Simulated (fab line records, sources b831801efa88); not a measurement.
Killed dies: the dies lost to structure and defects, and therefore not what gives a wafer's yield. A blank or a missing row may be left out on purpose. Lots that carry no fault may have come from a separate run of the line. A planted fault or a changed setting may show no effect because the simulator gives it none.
fab line records	flow sky130
[record] lots = 10	wafers = 29	last_day = 50
route steps=708 shown VIA3@585 METAL4@600 PAD_OPEN@708
lots that met no fault: taken from a fault-free run of the same line
start_h: hours from the record's first day to the start of the lot's first wafer shown	wait_h: hours elapsed since this lot's preceding step	" the same as in the row above	L1.1+2: a single row standing in for several wafers	- either no value or no given start	* or withheld: withheld	< > ~ a bound
route shown NAME@n: names a module that has steps shown in the file, with the first one's number in the route	usual: mean/standard deviation taken from wafers without a fault	same: alike in all rows	chamber/n: place in a boat	sites: each site's reading	_std_site: the standard deviation of these	_edge_site: outer sites' mean less inner sites'	radius_mm: how far each site lies from the wafer's centre	mask NAME#n: copy n	behind: the most recent tool/chamber to have shaped the wafer	hold: what put the lot on hold/how long, in hours/how the hold closed	device: which transistor (n, p or np) failed to switch	end of line: the route-end tests of the same wafers	step lacking rows: just its recipe	killed: the dies lost at the first sort to structure and to defects; this is not the yield of the wafer	map: a wafer's dies, x killed, . not, _ none there
set.NAME: the run value of the setting; set.NAME@STEP: its run value at that earlier step	model.NAME: the simulator's own value behind a step, which no gauge read
a sample of lots followed through the steps of the route, with each step as a table and each wafer as a row
services: from which hour (start_h, from the record's first day; less than 0 if before it) a tool's chamber was out of use, for how many hours, and why
[[steps]]
[step SKY_VIA3_CD_MEAS_12]
[recipe] target_cd_nm = 200
[usual] cd_nm = 199.5/1.3
lot.wafer	tool	chamber	start_h	wait_h	cd_nm
L591.1	cd_sem-01	-	919.49	-	200.6
L591.2	"	-	"	"	200.5
L591.3	"	-	"	"	198.8
L592.1	cd_sem-02	-	931.29	-	199.1
L592.2	"	-	"	"	198.4
L592.6	"	-	"	"	200.4
L594.1	cd_sem-01	-	966.16	-	200.3
L594.3	"	-	"	"	199.8
L594.6	"	-	"	"	200.3
L595.2	cd_sem-02	-	968.23	-	202.3
L595.4	"	-	"	"	199.7
L595.6	"	-	"	"	199.5
L593.2	cd_sem-01	-	968.36	-	201.2
L593.3	"	-	"	"	200.3
L593.5	"	-	"	"	199.9
L602.3	cd_sem-02	-	1010.18	-	199.4
L602.4	"	-	"	"	200.7
L604.1	cd_sem-02	-	1022.26	-	198.7
L604.2	"	-	"	"	198.3
L604.3	"	-	"	"	199.5
L608.3	cd_sem-01	-	1039.48	-	200.9
L608.5	"	-	"	"	199.7
L608.6	"	-	"	"	199.5
L609.1	cd_sem-01	-	1056.16	-	197.8
L609.5	"	-	"	"	197.5
L609.6	"	-	"	"	198.3
L613.1	cd_sem-01	-	1070.21	-	199.1
L613.2	"	-	"	"	198.5
L613.5	"	-	"	"	199.8
[step SKY_VIA3_SPUTTER_20]
[recipe] material = TiN	target_thk_nm = 20	chamber_pressure_pa = 5	power_w = 4000	time_s = 80
[usual] cathode_dc_power_W = 3999.9/0.74	chamber_pressure_pa = 5.002/0.011	throttle_valve_pct = 29.8/1
lot.wafer	tool	chamber	start_h	wait_h	cathode_dc_power_W	chamber_pressure_pa	throttle_valve_pct
L591.1	pvd_sputter-04	-	920.34	0.0	3999.5	5.002	32.6
L591.2	"	-	"	"	3999.3	4.978	31.3
L591.3	"	-	"	"	3999.2	4.998	28.7
L592.1	pvd_sputter-02	-	932.17	0.0	3999.7	4.994	31.3
L592.2	"	-	"	"	3999.6	5.008	29.6
L592.6	"	-	"	"	4000.7	5.002	29.6
L594.1	pvd_sputter-03	-	967.05	0.0	3998.0	5.007	29.5
L594.3	"	-	"	"	4000.2	4.993	28.8
L594.6	"	-	"	"	4000.5	5.021	29.5
L595.2	pvd_sputter-04	-	969.10	0.0	4000.9	5.003	30.4
L595.4	"	-	"	"	4000.3	4.989	31.6
L595.6	"	-	"	"	4000.2	5.018	30.2
L593.2	pvd_sputter-03	-	969.19	0.0	4000.6	4.992	29.7
L593.3	"	-	"	"	4000.2	5.001	30.8
L593.5	"	-	"	"	3999.0	5.006	29.2
L602.3	pvd_sputter-02	-	1011.00	0.0	4000.0	5.012	29.4
L602.4	"	-	"	"	3999.7	5.017	29.5
L604.1	pvd_sputter-03	-	1023.11	0.0	4001.1	4.993	30.6
L604.2	"	-	"	"	4000.3	4.994	28.9
L604.3	"	-	"	"	3999.3	5.005	29.8
L608.3	pvd_sputter-04	-	1040.32	0.0	4000.3	4.982	31.3
L608.5	"	-	"	"	3998.5	5.001	30.3
L608.6	"	-	"	"	4001.8	5.002	31.3
L609.1	pvd_sputter-04	-	1057.05	0.0	3999.5	5.006	32.4
L609.5	"	-	"	"	3999.9	5.002	32.0
L609.6	"	-	"	"	4000.2	5.010	30.3
L613.1	pvd_sputter-03	-	1071.06	0.0	4000.9	5.001	30.8
L613.2	"	-	"	"	4000.5	5.002	29.7
L613.5	"	-	"	"	3998.9	5.001	29.4
[step SKY_VIA3_CVD_21]
[recipe] material = W	target_thk_nm = 390	time_s = 117.31	temp_c = 400	pressure_torr = 40
[usual] chamber_pressure_Torr = 40.00/0.093	heater_power_w = 849/62
lot.wafer	tool	chamber	start_h	wait_h	chamber_pressure_Torr	heater_power_w
L591.1	cvd_w-02	1	920.40	0.0	39.94	749
L591.2	"	0	"	"	39.96	826
L591.3	"	1	"	"	39.93	742
L592.1	cvd_w-02	1	932.23	0.0	40.09	738
L592.2	"	0	"	"	39.95	856
L592.6	"	1	"	"	40.11	734
L594.1	cvd_w-02	1	967.11	0.0	40.05	721
L594.3	"	1	"	"	39.99	728
L594.6	"	1	"	"	40.01	732
L595.2	cvd_w-02	1	969.16	0.0	39.93	735
L595.4	"	1	"	"	39.86	723
L595.6	"	0	"	"	40.00	830
L593.2	cvd_w-01	0	969.25	0.0	39.88	866
L593.3	"	1	"	"	40.04	902
L593.5	"	1	"	"	40.12	886
L602.3	cvd_w-01	0	1011.10	0.1	40.02	869
L602.4	"	1	"	"	40.07	899
L604.1	cvd_w-02	0	1023.17	0.0	40.05	871
L604.2	"	1	"	"	40.06	725
L604.3	"	0	"	"	40.13	843
L608.3	cvd_w-02	1	1040.42	0.1	40.10	722
L608.5	"	1	"	"	40.02	742
L608.6	"	0	"	"	40.15	856
L609.1	cvd_w-02	0	1057.11	0.0	39.88	842
L609.5	"	1	"	"	39.94	723
L609.6	"	0	"	"	39.96	838
L613.1	cvd_w-02	0	1071.12	0.0	40.01	828
L613.2	"	1	"	"	40.04	726
L613.5	"	1	"	"	39.92	726
[step SKY_VIA3_RS_MEAS_22]
[recipe] thk_meas_gauge = four-point-probe	reads = W_of_VIA3_CVD_21+TiN_of_VIA3_SPUTTER_20
[usual] VIA3_W_RS = 0.294/0.0047
lot.wafer	tool	chamber	start_h	wait_h	VIA3_W_RS[ohm/sq]
L591.1	film_metro-03	-	920.52	0.1	0.294
L591.2	"	-	"	"	0.287
L591.3	"	-	"	"	0.299
L592.1	film_metro-02	-	932.35	0.1	0.293
L592.2	"	-	"	"	0.284
L592.6	"	-	"	"	0.289
L594.1	film_metro-02	-	967.23	0.1	0.296
L594.3	"	-	"	"	0.294
L594.6	"	-	"	"	0.295
L595.2	film_metro-04	-	969.30	0.1	0.295
L595.4	"	-	"	"	0.292
L595.6	"	-	"	"	0.284
L593.2	film_metro-02	-	969.39	0.1	0.291
L593.3	"	-	"	"	0.297
L593.5	"	-	"	"	0.295
L602.3	film_metro-03	-	1011.22	0.1	0.166
L602.4	"	-	"	"	0.297
L604.1	film_metro-04	-	1023.29	0.1	0.289
L604.2	"	-	"	"	0.297
L604.3	"	-	"	"	0.286
L608.3	film_metro-03	-	1040.55	0.1	0.296
L608.5	"	-	"	"	0.294
L608.6	"	-	"	"	0.285
L609.1	film_metro-03	-	1057.23	0.1	0.283
L609.5	"	-	"	"	0.295
L609.6	"	-	"	"	0.284
L613.1	film_metro-04	-	1071.24	0.1	0.286
L613.2	"	-	"	"	0.294
L613.5	"	-	"	"	0.295
[step SKY_VIA3_THK_MEAS_23]
[recipe] thk_meas_gauge = xrf	reads = W_of_VIA3_CVD_21
[usual] VIA3_W_THK = 385/6.9
lot.wafer	tool	chamber	start_h	wait_h	VIA3_W_THK[nm]
L591.1	film_metro-03	-	920.64	0.1	379
L591.2	"	-	"	"	390
L591.3	"	-	"	"	375
L592.1	film_metro-02	-	932.47	0.1	386
L592.2	"	-	"	"	397
L592.6	"	-	"	"	388
L594.1	film_metro-02	-	967.35	0.1	383
L594.3	"	-	"	"	385
L594.6	"	-	"	"	387
L595.2	film_metro-04	-	969.41	0.1	385
L595.4	"	-	"	"	389
L595.6	"	-	"	"	396
L593.2	film_metro-02	-	969.50	0.1	391
L593.3	"	-	"	"	383
L593.5	"	-	"	"	384
L602.3	film_metro-03	-	1011.32	0.1	-
L602.4	"	-	"	"	371
L604.1	film_metro-04	-	1023.41	0.1	397
L604.2	"	-	"	"	386
L604.3	"	-	"	"	400
L608.3	film_metro-03	-	1040.65	0.1	375
L608.5	"	-	"	"	378
L608.6	"	-	"	"	390
L609.1	film_metro-03	-	1057.35	0.1	395
L609.5	"	-	"	"	381
L609.6	"	-	"	"	393
L613.1	film_metro-04	-	1071.36	0.1	398
L613.2	"	-	"	"	388
L613.5	"	-	"	"	384
[step SKY_VIA3_CMP_24]
[recipe] stop_on = SiO2	t_overpolish_s = 20	down_force_psi = 3.5	platen_rpm = 60	target_thk_nm = 0	pad_velocity_m_s = 0.94248
[usual] motor_current_A = 10.9/0.94	time_to_endpoint_s = 96/3.4
lot.wafer	tool	chamber	start_h	wait_h	motor_current_A	time_to_endpoint_s
L591.1	cmp-01	0	920.70	0.1	9.4	98
L591.3	"	1	"	"	12.4	96
L591.2	"	2	"	"	10.2	98
L592.1	cmp-01	3	932.63	0.1	10.1	103
L592.2	"	0	"	"	9.5	105
L592.6	"	1	"	"	11.7	99
L594.1	cmp-02	0	967.46	0.1	11.3	101
L594.3	"	1	"	"	11.9	98
L594.6	"	3	"	"	9.8	101
L595.2	cmp-02	1	969.46	0.0	12.3	102
L595.4	"	2	"	"	11.5	96
L595.6	"	2	"	"	10.8	98
L593.2	cmp-01	0	969.55	0.0	10.2	94
L593.3	"	3	"	"	10.2	93
L593.5	"	0	"	"	10.5	97
L602.3	cmp-01	2	1011.41	0.1	10.3	168
L602.4	"	3	"	"	10.0	95
L604.3	cmp-02	2	1023.47	0.0	10.5	92
L604.1	"	3	"	"	10.6	97
L604.2	"	0	"	"	11.7	94
L608.3	cmp-02	3	1040.69	0.0	9.8	91
L608.5	"	3	"	"	10.6	92
L608.6	"	0	"	"	11.7	97
L609.1	cmp-01	1	1057.41	0.1	12.5	99
L609.5	"	1	"	"	11.7	94
L609.6	"	2	"	"	10.3	97
L613.1	cmp-02	2	1071.52	0.1	9.9	97
L613.2	"	3	"	"	10.2	94
L613.5	"	1	"	"	11.9	93
[step SKY_METAL4_SPUTTER_02]
[recipe] material = AlCu	target_thk_nm = 735	power_w = 10600	time_s = 39.1	chamber_pressure_pa = 0.4
[usual] cathode_dc_power_W = 10600/2	chamber_pressure_pa = 0.4000/0.00085	throttle_valve_pct = 30.3/1
lot.wafer	tool	chamber	start_h	wait_h	cathode_dc_power_W	chamber_pressure_pa	throttle_valve_pct
L591.1	pvd_sputter-01	-	921.05	0.0	10595	0.3990	29.9
L591.2	"	-	"	"	10600	0.4013	31.3
L591.3	"	-	"	"	10602	0.3984	30.7
L592.1	pvd_sputter-04	-	932.88	0.0	10598	0.4006	32.7
L592.2	"	-	"	"	10603	0.4005	28.4
L592.6	"	-	"	"	10601	0.4010	31.1
L594.1	pvd_sputter-01	-	967.76	0.0	10601	0.3999	30.4
L594.3	"	-	"	"	10597	0.4007	31.0
L594.6	"	-	"	"	10600	0.3992	30.3
L595.2	pvd_sputter-03	-	969.81	0.0	10599	0.4004	29.0
L595.4	"	-	"	"	10599	0.4004	30.6
L595.6	"	-	"	"	10603	0.3991	28.7
L593.2	pvd_sputter-04	-	969.90	0.0	10603	0.4009	32.3
L593.3	"	-	"	"	10596	0.4003	31.5
L593.5	"	-	"	"	10600	0.4007	30.3
L602.3	pvd_sputter-04	-	1011.71	0.0	10602	0.4006	28.6
L602.4	"	-	"	"	10600	0.4003	32.3
L604.1	pvd_sputter-04	-	1023.82	0.0	10599	0.3998	30.3
L604.2	"	-	"	"	10599	0.3991	32.4
L604.3	"	-	"	"	10601	0.4006	31.5
L608.3	pvd_sputter-03	-	1041.03	0.0	10599	0.4007	29.6
L608.5	"	-	"	"	10600	0.4003	28.6
L608.6	"	-	"	"	10599	0.3983	29.7
L609.1	pvd_sputter-01	-	1057.76	0.0	10598	0.3999	31.1
L609.5	"	-	"	"	10598	0.4000	30.9
L609.6	"	-	"	"	10600	0.4014	30.4
L613.1	pvd_sputter-01	-	1071.77	0.0	10598	0.4004	31.1
L613.2	"	-	"	"	10601	0.3992	29.9
L613.5	"	-	"	"	10600	0.4011	30.9
[step SKY_PAD_OPEN_PROBE_99]
[usual] defect_limited_yield = 82.7/2.1	killed_at_M0_to_M3 = 43/7.2	killed_at_M4_up = 3.3/1.8	killed_at_contacts = 23/5.5	killed_at_front_end = 16/5.1	killed_at_other = 0.4/0.65	killed_dies = 85/10	killed_on_rim = 17/4.3	killed_open = 46/7.1	killed_short = 38/7.2	sort_bin_3_pad_short = 0.9/0.41	sort_bin_5_function = 10.2/1.5	sort_bin_6_memory = 6.2/1.1	sort_n_pass = 407/10	sort_yield_pct = 82.7/2.1
[same] gross_dies = 492	killed_at_back_side = 0	sort_bin_4_leakage[%] = 0	sort_bin_8_speed[%] = 0
lot.wafer	tool	chamber	start_h	wait_h	defect_limited_yield[%]	killed_at_M0_to_M3	killed_at_M4_up	killed_at_contacts	killed_at_front_end	killed_at_other	killed_dies	killed_on_rim	killed_open	killed_short	sort_bin_3_pad_short[%]	sort_bin_5_function[%]	sort_bin_6_memory[%]	sort_n_pass	sort_yield_pct[%]
L591.1	prober-02	-	1068.58	0.1	82.1	41	1	27	19	0	88	21	48	40	1.2	9.3	7.3	404	82.1
L591.2	prober-02	-	1068.63	0.1	87.2	28	3	23	9	0	63	12	35	28	0.8	7.3	4.7	429	87.2
L591.3	prober-02	-	1068.68	0.2	83.7	39	2	19	20	0	80	12	43	37	0.4	9.8	6.1	412	83.7
L592.1	prober-01	-	1076.48	0.1	82.1	46	2	21	19	0	88	22	42	46	1.2	8.5	8.1	404	82.1
L592.2	prober-01	-	1076.53	0.1	81.3	43	7	23	19	0	92	24	51	40	0.6	10.4	7.7	400	81.3
L592.6	prober-01	-	1076.73	0.2	84.3	30	8	18	21	0	77	9	34	40	1.4	9.1	5.1	415	84.3
L594.1	prober-02	-	1105.82	0.1	80.9	59	1	20	13	1	94	16	50	42	1.2	10.6	7.3	398	80.9
L594.3	prober-02	-	1105.92	0.2	81.3	50	2	21	18	1	92	18	51	41	1.2	10.8	6.7	400	81.3
L594.6	prober-02	-	1106.07	0.2	82.7	50	2	20	13	0	85	18	46	37	0.4	9.3	7.5	407	82.7
L595.2	prober-01	-	1107.80	0.1	84.6	42	2	13	17	2	76	17	41	34	0.4	11.0	4.1	416	84.6
L595.4	prober-01	-	1107.90	0.2	82.7	47	6	19	13	0	85	13	50	35	0.4	11.0	5.9	407	82.7
L595.6	prober-01	-	1108.00	0.2	82.1	44	3	18	22	1	88	22	44	43	1.8	10.6	5.5	404	82.1
L593.2	prober-02	-	1108.16	0.1	76.8	48	8	41	17	0	114	25	59	55	1.0	14.6	7.5	378	76.8
L593.3	prober-02	-	1108.21	0.2	83.7	35	4	28	13	0	80	6	45	35	0.8	8.3	7.1	412	83.7
L593.5	prober-02	-	1108.31	0.2	83.9	36	4	24	15	0	79	16	45	34	1.4	9.3	5.3	413	83.9
L602.3	prober-02	-	1142.91	0.2	85.6	37	4	20	9	1	71	14	37	34	0.4	9.6	4.5	421	85.6
L602.4	prober-02	-	1142.96	0.2	82.9	44	5	20	14	1	84	16	37	47	1.4	9.6	6.1	408	82.9
L604.1	prober-02	-	1153.73	0.1	83.3	39	5	25	11	2	82	18	38	41	1.0	9.8	5.9	410	83.3
L604.2	prober-02	-	1153.78	0.1	83.3	41	4	23	12	2	82	13	50	30	1.6	10.2	4.9	410	83.3
L604.3	prober-02	-	1153.83	0.2	81.7	35	6	33	15	1	90	15	40	49	1.4	11.4	5.5	402	81.7
L608.3	prober-02	-	1166.50	0.2	83.5	39	4	27	11	0	81	20	42	39	1.2	10.8	4.5	411	83.5
L608.5	prober-02	-	1166.60	0.2	86.0	33	3	20	11	2	69	13	40	29	0.2	10.4	3.5	423	86.0
L608.6	prober-02	-	1166.65	0.2	84.3	36	1	20	20	0	77	20	44	33	0.6	10.4	4.7	415	84.3
L609.1	prober-01	-	1179.57	0.1	83.7	44	2	16	17	1	80	10	42	38	0.2	8.9	7.1	412	83.7
L609.5	prober-01	-	1179.77	0.2	84.1	41	2	21	14	0	78	12	42	36	1.0	8.5	6.3	414	84.1
L609.6	prober-01	-	1179.82	0.2	84.1	50	4	14	10	0	78	16	35	43	0.8	11.8	3.3	414	84.1
L613.1	prober-01	-	1191.76	0.1	80.7	51	2	29	13	0	95	22	59	36	1.2	12.2	5.9	397	80.7
L613.2	prober-01	-	1191.81	0.1	82.7	36	3	22	23	1	85	15	51	33	1.0	10.4	5.9	407	82.7
L613.5	prober-01	-	1191.96	0.2	79.7	54	4	26	16	0	100	18	45	55	1.0	11.2	8.1	392	79.7
// killed by level:class
L591.1 CONTACT:geometric_particle:open=15 METAL2:geometric_particle:short=8 LI_CONTACT:geometric_particle:open=7 FIELD_ISO:geometric_particle:short=5 POLY_GATE:geometric_particle:short=5 VIA1:geometric_particle:open=5 VIA2:geometric_particle:open=5 VIA3:geometric_particle:open=5
L591.2 CONTACT:geometric_particle:open=9 VIA3:geometric_particle:open=8 CONTACT:geometric_particle:short=5 LI_CONTACT:geometric_particle:short=4 VIA1:geometric_particle:open=4 POLY_GATE:geometric_particle:open=3 LOCAL_INTERCONNECT:geometric_particle:short=3 METAL1:geometric_particle:short=3
L591.3 VIA1:geometric_particle:open=11 FIELD_ISO:geometric_particle:open=8 CONTACT:geometric_particle:short=8 VIA2:geometric_particle:open=8 FIELD_ISO:geometric_particle:short=6 VIA3:geometric_particle:open=6 LI_CONTACT:geometric_particle:open=4 VIA2:geometric_particle:short=4
L592.1 VIA2:geometric_particle:open=7 VIA1:geometric_particle:open=7 CONTACT:geometric_particle:open=6 VIA3:geometric_particle:short=6 METAL2:geometric_particle:short=5 VIA3:geometric_particle:open=5 FIELD_ISO:geometric_particle:open=4 LI_CONTACT:geometric_particle:open=4
L592.2 VIA2:geometric_particle:open=10 VIA1:geometric_particle:open=8 FIELD_ISO:geometric_particle:short=7 LOCAL_INTERCONNECT:geometric_particle:short=6 VIA3:geometric_particle:open=6 CONTACT:geometric_particle:open=5 LI_CONTACT:geometric_particle:open=5 METAL2:geometric_particle:short=5
L592.6 FIELD_ISO:geometric_particle:short=9 VIA1:geometric_particle:open=7 CONTACT:geometric_particle:open=6 FIELD_ISO:geometric_particle:open=5 LI_CONTACT:geometric_particle:open=4 METAL4:geometric_particle:short=4 CONTACT:geometric_particle:short=4 METAL1:geometric_particle:short=4
L594.1 VIA2:geometric_particle:open=13 VIA1:geometric_particle:short=10 VIA1:geometric_particle:open=9 LI_CONTACT:geometric_particle:open=7 METAL2:geometric_particle:short=6 VIA3:geometric_particle:open=6 POLY_GATE:geometric_particle:open=4 LOCAL_INTERCONNECT:geometric_particle:short=4
L594.3 VIA2:geometric_particle:open=10 VIA1:geometric_particle:open=9 METAL2:geometric_particle:short=9 METAL1:geometric_particle:short=6 LI_CONTACT:geometric_particle:open=6 FIELD_ISO:geometric_particle:open=5 POLY_GATE:geometric_particle:open=5 LI_CONTACT:geometric_particle:short=5
L594.6 VIA1:geometric_particle:open=10 VIA2:geometric_particle:open=10 CONTACT:geometric_particle:open=8 METAL1:geometric_particle:short=6 VIA1:geometric_particle:short=5 METAL2:geometric_particle:short=5 LI_CONTACT:geometric_particle:open=4 CONTACT:geometric_particle:short=4
L595.2 VIA1:geometric_particle:open=9 VIA3:geometric_particle:open=7 POLY_GATE:geometric_particle:short=5 CONTACT:geometric_particle:short=5 CONTACT:geometric_particle:open=5 METAL2:geometric_particle:short=5 POLY_GATE:geometric_particle:open=4 VIA2:geometric_particle:open=4
L595.4 VIA2:geometric_particle:open=13 VIA1:geometric_particle:open=12 CONTACT:geometric_particle:open=10 VIA1:geometric_particle:short=6 FIELD_ISO:geometric_particle:open=4 METAL4:geometric_particle:short=4 FIELD_ISO:geometric_particle:short=3 POLY_GATE:geometric_particle:short=3
L595.6 VIA1:geometric_particle:open=12 CONTACT:geometric_particle:open=8 VIA2:geometric_particle:open=8 FIELD_ISO:geometric_particle:short=7 METAL1:geometric_particle:short=6 POLY_GATE:geometric_particle:short=5 CONTACT:geometric_particle:short=5 SPACER:geometric_particle:open=4
L593.2 CONTACT:geometric_particle:open=14 LI_CONTACT:geometric_particle:open=12 CONTACT:geometric_particle:short=10 METAL1:geometric_particle:short=9 VIA1:geometric_particle:open=8 VIA2:geometric_particle:open=7 METAL2:geometric_particle:short=6 METAL4:geometric_particle:short=6
L593.3 CONTACT:geometric_particle:open=12 VIA1:geometric_particle:open=10 POLY_GATE:geometric_particle:short=6 LI_CONTACT:geometric_particle:open=6 VIA3:geometric_particle:open=6 VIA2:geometric_particle:open=5 LOCAL_INTERCONNECT:geometric_particle:short=4 CONTACT:geometric_particle:short=4
L593.5 CONTACT:geometric_particle:open=9 LI_CONTACT:geometric_particle:open=8 VIA2:geometric_particle:open=6 METAL2:geometric_particle:short=5 VIA3:geometric_particle:open=5 FIELD_ISO:geometric_particle:short=4 FIELD_ISO:geometric_particle:open=4 METAL1:geometric_particle:short=4
L602.3 VIA1:geometric_particle:open=9 CONTACT:geometric_particle:open=6 LI_CONTACT:geometric_particle:open=5 CONTACT:geometric_particle:short=5 METAL2:geometric_particle:short=5 VIA2:geometric_particle:open=5 LOCAL_INTERCONNECT:geometric_particle:short=4 METAL1:geometric_particle:short=4
L602.4 VIA1:geometric_particle:open=10 METAL2:geometric_particle:short=10 CONTACT:geometric_particle:short=7 FIELD_ISO:geometric_particle:open=5 CONTACT:geometric_particle:open=5 LOCAL_INTERCONNECT:geometric_particle:short=4 VIA1:geometric_particle:short=4 VIA2:geometric_particle:open=4
L604.1 VIA1:geometric_particle:open=11 METAL1:geometric_particle:short=8 CONTACT:geometric_particle:short=7 CONTACT:geometric_particle:open=7 VIA3:geometric_particle:open=7 LI_CONTACT:geometric_particle:open=5 LOCAL_INTERCONNECT:geometric_particle:short=4 VIA2:geometric_particle:open=4
L604.2 VIA1:geometric_particle:open=11 VIA2:geometric_particle:open=9 CONTACT:geometric_particle:open=8 CONTACT:geometric_particle:short=7 LI_CONTACT:geometric_particle:open=5 METAL1:geometric_particle:short=5 METAL2:geometric_particle:short=5 FIELD_ISO:geometric_particle:open=4
L604.3 VIA2:geometric_particle:open=10 CONTACT:geometric_particle:open=9 CONTACT:geometric_particle:short=8 LI_CONTACT:geometric_particle:open=7 LOCAL_INTERCONNECT:geometric_particle:short=6 METAL4:geometric_particle:short=5 POLY_GATE:geometric_particle:short=4 VIA1:geometric_particle:open=4
L608.3 CONTACT:geometric_particle:open=10 VIA2:geometric_particle:open=8 LOCAL_INTERCONNECT:geometric_particle:short=7 VIA1:geometric_particle:open=7 CONTACT:geometric_particle:short=6 METAL2:geometric_particle:short=6 POLY_GATE:geometric_particle:open=5 METAL1:geometric_particle:short=4
L608.5 CONTACT:geometric_particle:open=11 VIA1:geometric_particle:open=7 LI_CONTACT:geometric_particle:open=6 METAL1:geometric_particle:short=5 FIELD_ISO:geometric_particle:short=4 VIA2:geometric_particle:open=4 VIA3:geometric_particle:open=4 VIA1:geometric_particle:short=3
L608.6 CONTACT:geometric_particle:open=11 VIA2:geometric_particle:open=9 VIA1:geometric_particle:open=8 POLY_GATE:geometric_particle:short=7 FIELD_ISO:geometric_particle:short=6 CONTACT:geometric_particle:short=5 VIA3:geometric_particle:open=5 FIELD_ISO:geometric_particle:open=4
L609.1 VIA1:geometric_particle:open=11 CONTACT:geometric_particle:open=8 VIA3:geometric_particle:open=6 VIA1:geometric_particle:short=6 VIA2:geometric_particle:open=5 METAL2:geometric_particle:short=5 FIELD_ISO:geometric_particle:open=4 FIELD_ISO:geometric_particle:short=4
L609.5 VIA3:geometric_particle:open=11 VIA1:geometric_particle:open=9 POLY_GATE:geometric_particle:short=5 LOCAL_INTERCONNECT:geometric_particle:short=5 CONTACT:geometric_particle:short=5 METAL1:geometric_particle:short=5 VIA1:geometric_particle:short=5 FIELD_ISO:geometric_particle:short=4
L609.6 VIA1:geometric_particle:open=8 VIA3:geometric_particle:open=7 VIA1:geometric_particle:short=7 LI_CONTACT:geometric_particle:open=6 VIA2:geometric_particle:short=6 METAL1:geometric_particle:short=5 VIA3:geometric_particle:short=5 FIELD_ISO:geometric_particle:short=4
L613.1 VIA1:geometric_particle:open=16 CONTACT:geometric_particle:open=11 LI_CONTACT:geometric_particle:open=9 VIA3:geometric_particle:open=7 VIA2:geometric_particle:open=5 METAL2:geometric_particle:short=5 FIELD_ISO:geometric_particle:open=4 POLY_GATE:geometric_particle:open=4
L613.2 VIA1:geometric_particle:open=10 VIA2:geometric_particle:open=9 POLY_GATE:geometric_particle:open=8 CONTACT:geometric_particle:open=7 LI_CONTACT:geometric_particle:open=6 FIELD_ISO:geometric_particle:short=5 VIA3:geometric_particle:open=5 POLY_GATE:geometric_particle:short=4
L613.5 METAL1:geometric_particle:short=13 VIA1:geometric_particle:open=12 CONTACT:geometric_particle:open=7 LOCAL_INTERCONNECT:geometric_particle:short=6 METAL2:geometric_particle:short=6 LI_CONTACT:geometric_particle:short=5 VIA3:geometric_particle:open=5 POLY_GATE:geometric_particle:short=4
[[services]]
tool	chamber	start_h	hours	kind
cvd_w-02	-	904.00	14.0	pm
cvd_w-02	0	904.00	14.0	vent_cycle
cvd_w-02	1	904.00	14.0	vent_cycle
cmp-01	-	907.10	2.2	repair
cmp-02	-	912.00	4.0	pm
pvd_sputter-03	-	915.60	8.7	repair
cmp-02	-	916.00	-	consumable_replace:conditioner
cmp-02	-	916.00	-	consumable_replace:pad
cvd_w-02	0	918.00	-	clean
cvd_w-02	1	918.00	-	clean
cvd_w-01	-	935.77	5.5	repair
pvd_sputter-01	-	937.51	8.1	repair
pvd_sputter-02	-	951.32	1.3	repair
cmp-01	-	959.84	1.6	repair
cmp-02	-	970.62	6.7	pm
pvd_sputter-02	-	977.32	1.8	repair
pvd_sputter-04	-	977.48	24.5	repair
cvd_w-01	-	979.20	0.8	repair
pvd_sputter-02	-	984.78	7.2	repair
cmp-01	-	1013.02	4.7	pm
cmp-02	-	1030.24	3.4	repair
pvd_sputter-02	-	1045.52	4.3	repair
[[key]]
[first_sign] step = SKY_VIA3_RS_MEAS_22	reading = VIA3_W_RS	direction = down	sigmas = 27	usual = 0.294	struck = 0.166
[effect] step = SKY_VIA3_THK_MEAS_23	reading = VIA3_W_THK	direction = missing
[effect] step = SKY_VIA3_CMP_24	reading = time_to_endpoint_s	direction = up	sigmas = 21	usual = *	struck = *
met_at SKY_VIA3_CVD_21
struck_lots L602
struck_wafers L602.3
not_acting_at SKY_VIA3_CD_MEAS_12,SKY_VIA3_SPUTTER_20,SKY_METAL4_SPUTTER_02
onset_between 969.25 1011.10
[fault] kind = process_parameter_drift	tool = cvd_w-01	chamber = -	onset_h = 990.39	steps = SKY_VIA3_CVD_21	channel = target_thk_nm	offset = 301.5	shape = step	end_h = 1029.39	scope = struck_wafers_only	acts_in = these_recipes_only	stated = 390
